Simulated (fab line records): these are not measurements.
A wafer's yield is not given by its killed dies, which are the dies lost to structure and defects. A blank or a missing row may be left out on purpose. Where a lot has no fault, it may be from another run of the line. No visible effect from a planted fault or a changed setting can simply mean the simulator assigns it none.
Problem report in the 8D (eight disciplines) form, filled by code / flow sfq line / the parts of the form that need people (team, actions taken, sign-off) are left out

## 1. THE PROBLEM
At SFQ_TRILAYER_L0_CAP_PECVD_011, rf fwd power W averages 150.1 W over 2 wafers from 2 lots, while fault-free wafers read 179.9 W, standard deviation 1.1. That is -27 standard deviations from the usual mean.
The step: deposits SiO2 from SiH4/N2O, time 13.333 s, target thk 60 nm.
Seen first at day 7 02:32 on pecvd-04, wafer L318.1. At this step, 42 wafers from 14 lots have a number in the record. By rule, "out" or "out of limits" means more than 4 standard deviations away from the usual mean. Any other wafer with a number is counted as sound.

## 2. WHAT THIS IS AND IS NOT
question=which readings at this step | is=rf fwd power W | is not=chamber pressure Torr, heater power outer w, heater power w, throttle valve pct
question=which lots | is=L318, L319 | is not=L307, L308, L309, L310, L311, L312, L315, L322, L324, L326, L328, L330
question=which wafers of those lots | is=L318.1, L319.6 | is not=L318.3, L318.6, L319.1, L319.4
question=read on which tools | is=pecvd-04 | is not=pecvd-01, pecvd-03
question=when | is=from day 7 02:32 | is not=up to then (23 sound wafers); but 17 sound wafers of L319, L322, L324, L326, L328, L330 came after

## 3. THE SUSPECTS, EACH WITH WHAT RULES IT OUT
Counting: a tool at a process step up to the reading stays a suspect if it ran every lot that is out. Sound lots after the first of them don't rule it out here, since some wafers of a struck lot are sound.
- pecvd-04 at SFQ_TRILAYER_L0_CAP_PECVD_011 (deposits SiO2 from SiH4/N2O, time 13.333 s, target thk 60 nm): kept. It processed each lot that is out (first: L318, day 7 02:32); up to then, its last sound lot is L315 (day 6 08:16). On those wafers its own readings are out: rf fwd power W.
- In pecvd-04 at SFQ_TRILAYER_L0_CAP_PECVD_011, the wafers that are out were processed in chamber 0 and their sound lot-mates in chambers 1, 2.
After counting, what remains is pecvd-04 at SFQ_TRILAYER_L0_CAP_PECVD_011.

## 4. THE CAUSE (what the simulator had put in)
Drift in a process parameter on pecvd-04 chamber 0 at SFQ_TRILAYER_L0_CAP_PECVD_011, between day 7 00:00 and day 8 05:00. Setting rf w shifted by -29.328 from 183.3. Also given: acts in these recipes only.
After counting, this tool was the only one left.

## 5. SEQUENCE OF EFFECTS, ordered by route
One row per reading whose mean, taken over the struck wafers that have a number, lies over 3 standard deviations from the usual. Only readings for which the record gives a usual standard deviation are gone through. hours: the time from each lot's start at the first step in this table that gives one to its start at this step, as a median over the lots. sigmas: the change in usual standard deviations.
hours=0; step=SFQ_TRILAYER_L0_CAP_PECVD_011; reading=rf fwd power W; usual=179.9 W; on struck wafers=150.1; change=-29.8; sigmas=-27
Here are the process steps it includes:
- SFQ_TRILAYER_L0_CAP_PECVD_011: deposits SiO2 from SiH4/N2O, time 13.333 s, target thk 60 nm.

## 6. HOW IT WOULD HAVE BEEN CAUGHT EARLIER
The fault began at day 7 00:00; the first out-of-limits reading in this record came at day 7 02:32, 3 hours later.
